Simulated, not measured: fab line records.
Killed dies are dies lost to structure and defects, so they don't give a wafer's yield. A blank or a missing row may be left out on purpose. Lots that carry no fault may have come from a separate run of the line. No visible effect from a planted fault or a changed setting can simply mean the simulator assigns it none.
Which of the tools did it? + flow gf180mcu + 21 wafers from 7 lots sampled at 2 of the route's 602 steps

WHAT THE GAUGES READ, wafer by wafer
GF_DUAL_GATE_THK_MEAS_03.
| lot  | measured     | on           | DUAL_GATE_OXIDATION_00_THK (nm)     |
|------|--------------|--------------|-------------------------------------|
| L834 | day 8 01:40  | filmMetro-03 | 10.63 10.56 10.72                   |
| L837 | day 8 20:12  | filmMetro-02 | 10.89 11.02 11.10                   |
| L841 | day 9 19:13  | filmMetro-02 | 10.56 10.56 10.66                   |
| L843 | day 10 12:09 | filmMetro-03 | 11.06 10.96 10.97                   |
| L846 | day 11 07:58 | filmMetro-03 | 12.54 12.45 12.39 12.52 12.42 12.44 |
| L850 | day 12 08:43 | filmMetro-03 | 12.41 12.50 12.48 12.39 12.54 12.48 |
| L855 | day 13 20:21 | filmMetro-01 | 10.92 10.96 10.89                   |

WHICH TOOL RAN EACH LOT (tool, then ch and the chambers of the sampled wafers, then the start)
| lot  | GF_DUAL_GATE_OXIDATION_02     |
|------|-------------------------------|
| L834 | furnace-02 ch 0, day 8 00:12  |
| L837 | furnace-02 ch 0, day 8 18:45  |
| L841 | furnace-01 ch 0, day 9 17:45  |
| L843 | furnace-01 ch 0, day 10 10:42 |
| L846 | furnace-01 ch 0, day 11 06:31 |
| L850 | furnace-01 ch 0, day 12 07:16 |
| L855 | furnace-02 ch 0, day 13 18:54 |
- GF_DUAL_GATE_OXIDATION_02: stabilise 600 s, purge 300 s, target thk 10.887 nm.

THE ANSWER, worked out from the rows above alone
Rule: what is usual is taken from the lots themselves. Put in order of their means at a reading, lots are off if they are a third of the lots or fewer, leave a main group of 4 or more, and stand apart from it by a gap of 3 or more times the standard deviation of the main group's means; of several such gaps the widest counts. The tables above print the reading to a certain number of digits; a main group whose means all agree to those digits is not used. A lot without any number at a reading at which 4 lots or more have one is off too. The other lots that the step has rows for count as sound.
Off: L846, L850, seen at GF_DUAL_GATE_THK_MEAS_03 (DUAL_GATE_OXIDATION_00_THK). The main group has a mean of 10.83 nm with a standard deviation of 0.18.
If a tool, at a process step before that reading, ran all the lots that are off and no sound lot after the first of them, it fits. Gauges at GF_DUAL_GATE_THK_MEAS_03: tried the same way as those tools. 2 tools fit, furnace-01 at GF_DUAL_GATE_OXIDATION_02 and filmMetro-03 at GF_DUAL_GATE_THK_MEAS_03, so this cannot tell which one it is.

WHAT THE SIMULATOR PUT IN
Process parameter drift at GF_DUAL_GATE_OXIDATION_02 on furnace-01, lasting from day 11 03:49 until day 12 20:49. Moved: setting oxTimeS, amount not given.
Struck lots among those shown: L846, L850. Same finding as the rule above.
